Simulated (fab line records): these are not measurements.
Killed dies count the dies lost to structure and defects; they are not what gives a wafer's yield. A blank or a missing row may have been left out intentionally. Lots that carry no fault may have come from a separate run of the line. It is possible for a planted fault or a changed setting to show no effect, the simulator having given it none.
Which tool is to blame?	flow sky130	24 lots, 72 wafers sampled, at 5 steps of a route of 708

WHAT THE GAUGES READ, wafer by wafer
SKY_LOCAL_INTERCONNECT_RS_MEAS_01: measurement is done with a four-point probe. Usual: LOCAL_INTERCONNECT_TIN_RS 14.21 ohm/sq, standard deviation 0.13.
lot	measured	on	LOCAL_INTERCONNECT_TIN_RS (ohm/sq)	flag
L074	day 29 04:01	film_metro-03	14.06 14.17 14.19	
L075	day 29 05:59	film_metro-03	14.26 14.10 14.30	
L076	day 30 09:55	film_metro-01	14.25 14.24 14.20	
L077	day 30 10:11	film_metro-01	14.28 14.21 14.13	
L078	day 30 11:14	film_metro-01	14.51 14.41 14.66	
L079	day 30 22:58	film_metro-01	14.29 14.22 14.23	
L080	day 31 06:25	film_metro-01	14.34 14.34 14.45	
L081	day 31 19:32	film_metro-03	14.33 14.19 14.28	
L082	day 31 22:04	film_metro-03	14.17 14.30 14.29	
L083	day 32 12:06	film_metro-04	14.06 13.98 14.15	
L085	day 32 21:19	film_metro-04	14.20 14.16 14.10	
L084	day 32 22:19	film_metro-01	13.99 13.97 14.27	
L086	day 33 03:40	film_metro-04	14.26 14.08 14.19	
L087	day 33 21:29	film_metro-01	14.37 14.26 14.10	
L088	day 34 04:45	film_metro-01	14.07 14.10 13.92	
L089	day 34 16:50	film_metro-01	14.03 14.12 14.18	
L090	day 34 16:52	film_metro-03	14.09 14.14 14.22	
L091	day 34 22:56	film_metro-01	14.10 14.23 14.17	
L092	day 35 04:54	film_metro-04	14.35 14.22 14.28	
L093	day 35 09:34	film_metro-03	14.38 14.33 14.48	
L094	day 35 16:22	film_metro-01	14.26 14.11 14.38	
L095	day 36 01:41	film_metro-04	14.37 14.10 14.26	
L096	day 37 06:39	film_metro-03	14.21 13.94 14.17	
L097	day 37 07:41	film_metro-03	14.27 14.09 14.16	

SKY_CAPM_THK_MEAS_01. Usual: CAPM_CVD_00_THK 15.52 nm, standard deviation 0.22.
lot	measured	on	CAPM_CVD_00_THK (nm)	flag
L074	day 36 08:28	film_metro-01	14.91 15.28 15.21	
L075	day 36 10:26	film_metro-04	15.77 15.85 15.80	
L076	day 37 10:32	film_metro-04	15.63 15.95 15.68	
L077	day 37 11:58	film_metro-01	15.21 15.58 15.60	
L078	day 37 13:25	film_metro-02	15.49 15.60 15.91	
L079	day 37 23:26	film_metro-04	15.17 15.65 15.48	
L080	day 38 07:31	film_metro-04	15.30 15.57 15.71	
L081	day 38 19:18	film_metro-02	15.69 15.73 15.55	
L082	day 38 20:18	film_metro-02	15.62 15.44 15.67	
L083	day 39 09:40	film_metro-04	15.37 15.45 15.83	
L085	day 39 18:58	film_metro-02	15.48 15.69 15.69	
L084	day 39 19:17	film_metro-04	15.50 15.73 15.50	
L086	day 40 00:01	film_metro-01	14.93 15.48 15.18	
L087	day 40 15:56	film_metro-04	15.51 15.66 15.41	
L088	day 40 23:35	film_metro-04	15.52 15.79 15.79	
L089	day 41 08:23	film_metro-04	15.35 15.38 15.68	
L090	day 41 11:06	film_metro-02	15.43 15.45 15.54	
L091	day 41 15:31	film_metro-02	15.58 15.40 15.95	
L092	day 41 21:07	film_metro-02	15.60 15.52 15.72	
L093	day 41 23:54	film_metro-02	15.36 15.39 15.59	
L094	day 42 07:25	film_metro-01	15.36 15.76 15.99	
L095	day 42 14:46	film_metro-04	15.42 15.48 15.63	
L096	day 43 17:23	film_metro-04	15.20 15.51 15.37	
L097	day 43 18:35	film_metro-01	15.35 15.66 15.43	

TOOL THAT RAN EACH LOT (tool first, then ch and the chambers of the sampled wafers, then the start)
lot	SKY_LDD_HVP_STRIP_09	SKY_POLY_CUT_ETCH_10	SKY_LOCAL_INTERCONNECT_ETCH_13
L074	plasma_asher-01 ch 0,1, day 21 15:36	rie_diel-01 ch 0,1,3, day 24 04:22	rie_metal-01 ch 0,1, day 30 08:54
L075	plasma_asher-02 ch 0,1, day 21 15:38	rie_diel-04 ch 2,3, day 24 06:09	rie_metal-04 ch 0,1, day 30 11:30
L076	plasma_asher-01 ch 0,1, day 22 03:14	rie_diel-03 ch 0,3, day 25 11:03	rie_metal-03 ch 0, day 31 14:19
L077	plasma_asher-02 ch 0,1, day 22 08:27	rie_diel-04 ch 0,1,2, day 25 11:22	rie_metal-01 ch 0,1, day 31 15:02
L078	plasma_asher-02 ch 0,1, day 22 20:04	rie_diel-01 ch 0,1,3, day 25 11:26	rie_metal-04 ch 0,1, day 31 15:33
L079	plasma_asher-02 ch 0,1, day 23 11:47	rie_diel-04 ch 0,1,2, day 26 00:05	rie_metal-04 ch 0,1, day 32 02:43
L080	plasma_asher-03 ch 0,1, day 23 18:48	rie_diel-04 ch 0,1,2, day 26 08:24	rie_metal-03 ch 1, day 32 10:25
L081	plasma_asher-03 ch 0,1, day 24 09:26	rie_diel-03 ch 0,1, day 26 22:47	rie_metal-04 ch 0,1, day 32 22:31
L082	plasma_asher-01 ch 0,1, day 24 11:44	rie_diel-04 ch 1,2, day 27 01:32	rie_metal-04 ch 0,1, day 33 01:10
L083	plasma_asher-01 ch 0,1, day 25 01:21	rie_diel-01 ch 0,2,3, day 27 15:48	rie_metal-03 ch 0,1, day 33 14:46
L085	plasma_asher-03 ch 0,1, day 25 13:42	rie_diel-03 ch 1,2,3, day 28 02:58	rie_metal-04 ch 0,1, day 34 00:04
L084	plasma_asher-02 ch 0,1, day 25 13:46	rie_diel-01 ch 0,1, day 28 03:14	rie_metal-03 ch 0,1, day 34 00:56
L086	plasma_asher-01 ch 0,1, day 25 20:38	rie_diel-04 ch 0,1,2, day 28 08:34	rie_metal-01 ch 0,1, day 34 06:38
L087	plasma_asher-03 ch 0,1, day 26 14:32	rie_diel-01 ch 2,3, day 29 03:09	rie_metal-04 ch 0,1, day 34 23:10
L088	plasma_asher-01 ch 0, day 26 21:34	rie_diel-03 ch 0,1,2, day 29 10:32	rie_metal-01 ch 0,1, day 35 07:23
L089	plasma_asher-03 ch 0,1, day 27 00:45	rie_diel-01 ch 0,1,2, day 30 00:18	rie_metal-03 ch 0,1, day 35 19:03
L090	plasma_asher-02 ch 0,1, day 27 10:50	rie_diel-03 ch 1,2,3, day 30 00:32	rie_metal-04 ch 0,1, day 35 19:09
L091	plasma_asher-01 ch 0, day 27 18:51	rie_diel-04 ch 1,3, day 30 08:19	rie_metal-01 ch 0,1, day 36 01:23
L092	plasma_asher-01 ch 0,1, day 28 02:24	rie_diel-04 ch 0,2, day 30 14:03	rie_metal-04 ch 0,1, day 36 07:07
L093	plasma_asher-01 ch 1, day 28 06:30	rie_diel-04 ch 0,1,3, day 30 18:23	rie_metal-04 ch 0,1, day 36 12:20
L094	plasma_asher-03 ch 1, day 28 16:36	rie_diel-03 ch 0,2,3, day 31 03:00	rie_metal-01 ch 0,1, day 36 19:20
L095	plasma_asher-02 ch 0,1, day 29 02:27	rie_diel-01 ch 1,3, day 31 13:56	rie_metal-03 ch 0,1, day 37 03:24
L096	plasma_asher-02 ch 0,1, day 30 09:00	rie_diel-04 ch 0,1,2, day 32 18:40	rie_metal-01 ch 0,1, day 38 08:54
L097	plasma_asher-03 ch 1, day 30 09:18	rie_diel-01 ch 0,2, day 32 19:22	rie_metal-04 ch 0,1, day 38 09:51
- SKY_LDD_HVP_STRIP_09: strips in O2/N2.
- SKY_POLY_CUT_ETCH_10: etches BARC in N2/H2, stops on SiO2, time 45.9 s, target depth 60 nm.
- SKY_LOCAL_INTERCONNECT_ETCH_13: etches BARC in N2/H2, stops on SiO2, time 45.9 s, target depth 60 nm.

AS READ BY THE TOOLS THEMSELVES (means over the sampled wafers that have a number; for cases with no such wafer, the mark the record gives instead)
SKY_LDD_HVP_STRIP_09. Usual: chamber_pressure_mTorr 1499.7 mTorr, standard deviation 1.4; drypump_motor_current_A 5.9 A, standard deviation 0.41; oes_product_au 0.408 a.u., standard deviation 0.0045; strip_time_to_endpoint_s 4.128 s, standard deviation 0.014.
lot	tool	chamber_pressure_mTorr (mTorr)	drypump_motor_current_A (A)	oes_product_au (a.u.)	strip_time_to_endpoint_s (s)	flag
L074	plasma_asher-01	1500.2	6.2	0.411	4.132	
L075	plasma_asher-02	1500.4	5.5	0.406	4.131	
L076	plasma_asher-01	1500.4	6.3	0.411	4.120	
L077	plasma_asher-02	1501.7	5.5	0.405	4.135	
L078	plasma_asher-02	1499.2	5.5	0.407	4.111	
L079	plasma_asher-02	1498.7	5.8	0.405	4.114	
L080	plasma_asher-03	1499.7	5.7	0.409	4.118	
L081	plasma_asher-03	1500.7	5.7	0.408	4.129	
L082	plasma_asher-01	1499.9	6.3	0.408	4.129	
L083	plasma_asher-01	1500.6	6.2	0.404	4.127	
L085	plasma_asher-03	1499.8	5.7	0.410	4.136	
L084	plasma_asher-02	1499.0	5.8	0.406	4.121	
L086	plasma_asher-01	1499.0	6.2	0.411	4.106	
L087	plasma_asher-03	1499.6	5.7	0.410	4.136	
L088	plasma_asher-01	1499.5	6.5	0.406	4.124	
L089	plasma_asher-03	1500.5	5.7	0.404	4.143	
L090	plasma_asher-02	1501.5	5.5	0.406	4.148	
L091	plasma_asher-01	1499.0	6.5	0.411	4.132	
L092	plasma_asher-01	1499.5	6.2	0.409	4.142	
L093	plasma_asher-01	1498.5	6.0	0.405	4.130	
L094	plasma_asher-03	1499.8	5.7	0.410	4.133	
L095	plasma_asher-02	1499.8	5.8	0.409	4.122	
L096	plasma_asher-02	1499.6	5.8	0.410	4.144	
L097	plasma_asher-03	1499.0	5.7	0.410	4.134	

SKY_POLY_CUT_ETCH_10. Usual: chamber_pressure_mTorr 30.000 mTorr, standard deviation 0.029; drypump_motor_current_A 5.5 A, standard deviation 0.43; oes_product_au 0.854 a.u., standard deviation 0.0048; throttle_valve_pct 13.224 %, standard deviation 0.0088.
lot	tool	chamber_pressure_mTorr (mTorr)	drypump_motor_current_A (A)	oes_product_au (a.u.)	throttle_valve_pct (%)	flag
L074	rie_diel-01	30.032	5.5	0.856	13.227	
L075	rie_diel-04	29.984	5.0	0.855	13.236	
L076	rie_diel-03	30.020	5.6	0.855	13.220	
L077	rie_diel-04	30.000	5.4	0.854	13.212	
L078	rie_diel-01	29.990	5.5	0.856	13.224	
L079	rie_diel-04	30.003	5.4	0.849	13.220	
L080	rie_diel-04	29.967	5.4	0.855	13.225	
L081	rie_diel-03	29.988	6.0	0.856	13.218	
L082	rie_diel-04	29.988	5.6	0.853	13.228	
L083	rie_diel-01	29.988	5.7	0.855	13.224	
L085	rie_diel-03	29.993	5.9	0.855	13.222	
L084	rie_diel-01	29.978	5.6	0.857	13.222	
L086	rie_diel-04	29.998	5.4	0.856	13.216	
L087	rie_diel-01	29.996	5.6	0.850	13.214	
L088	rie_diel-03	30.001	5.7	0.848	13.220	
L089	rie_diel-01	30.012	5.5	0.856	13.220	
L090	rie_diel-03	29.983	5.9	0.852	13.230	
L091	rie_diel-04	30.015	5.6	0.850	13.226	
L092	rie_diel-04	29.988	5.3	0.861	13.220	
L093	rie_diel-04	30.021	5.5	0.857	13.228	
L094	rie_diel-03	29.992	5.4	0.858	13.230	
L095	rie_diel-01	30.016	5.2	0.857	13.229	
L096	rie_diel-04	29.989	5.4	0.851	13.226	
L097	rie_diel-01	29.957	5.7	0.855	13.215	

SKY_LOCAL_INTERCONNECT_ETCH_13. Usual: chamber_pressure_mTorr 29.998 mTorr, standard deviation 0.029; drypump_motor_current_A 6.0 A, standard deviation 0.35; oes_product_au 0.855 a.u., standard deviation 0.0047; throttle_valve_pct 13.225 %, standard deviation 0.0084.
lot	tool	chamber_pressure_mTorr (mTorr)	drypump_motor_current_A (A)	oes_product_au (a.u.)	throttle_valve_pct (%)	flag
L074	rie_metal-01	29.988	6.4	0.853	13.230	
L075	rie_metal-04	29.981	5.6	0.853	13.224	
L076	rie_metal-03	30.007	6.2	0.860	13.226	
L077	rie_metal-01	29.978	6.4	0.858	13.222	
L078	rie_metal-04	29.977	5.6	0.853	13.226	
L079	rie_metal-04	29.998	5.8	0.851	13.226	
L080	rie_metal-03	29.986	5.9	0.853	13.230	
L081	rie_metal-04	30.011	5.8	0.855	13.224	
L082	rie_metal-04	30.009	5.6	0.857	13.224	
L083	rie_metal-03	29.991	6.1	0.854	13.228	
L085	rie_metal-04	30.012	5.8	0.857	13.221	
L084	rie_metal-03	29.963	6.1	0.853	13.226	
L086	rie_metal-01	29.972	6.4	0.854	13.226	
L087	rie_metal-04	29.989	5.8	0.859	13.222	
L088	rie_metal-01	30.017	6.4	0.850	13.230	
L089	rie_metal-03	29.955	6.1	0.857	13.221	
L090	rie_metal-04	30.011	5.8	0.850	13.221	
L091	rie_metal-01	29.976	6.4	0.849	13.225	
L092	rie_metal-04	30.017	5.8	0.856	13.221	
L093	rie_metal-04	30.028	5.6	0.853	13.233	
L094	rie_metal-01	30.027	6.4	0.856	13.220	
L095	rie_metal-03	29.974	6.0	0.853	13.219	
L096	rie_metal-01	29.977	6.4	0.854	13.226	
L097	rie_metal-04	30.018	5.8	0.857	13.221	

THE ANSWER, worked out from the rows above alone
Rule: a lot is off if the mean of its wafers that have a number lies more than 3 standard deviations from the usual mean. Also off: a lot with no number at a reading for which 4 or more lots have one. All remaining lots with rows at the step are treated as sound. Order of review: gauges by route order, followed by the tools' own readings, for which a lot's mean as printed above is used. The first step at which some lot is off is used, and at that step the reading that is off furthest; a lot without a number counts as furthest.
None of the lots is off at any reading shown; this tells nothing.

WHAT WAS PUT IN BY THE SIMULATOR
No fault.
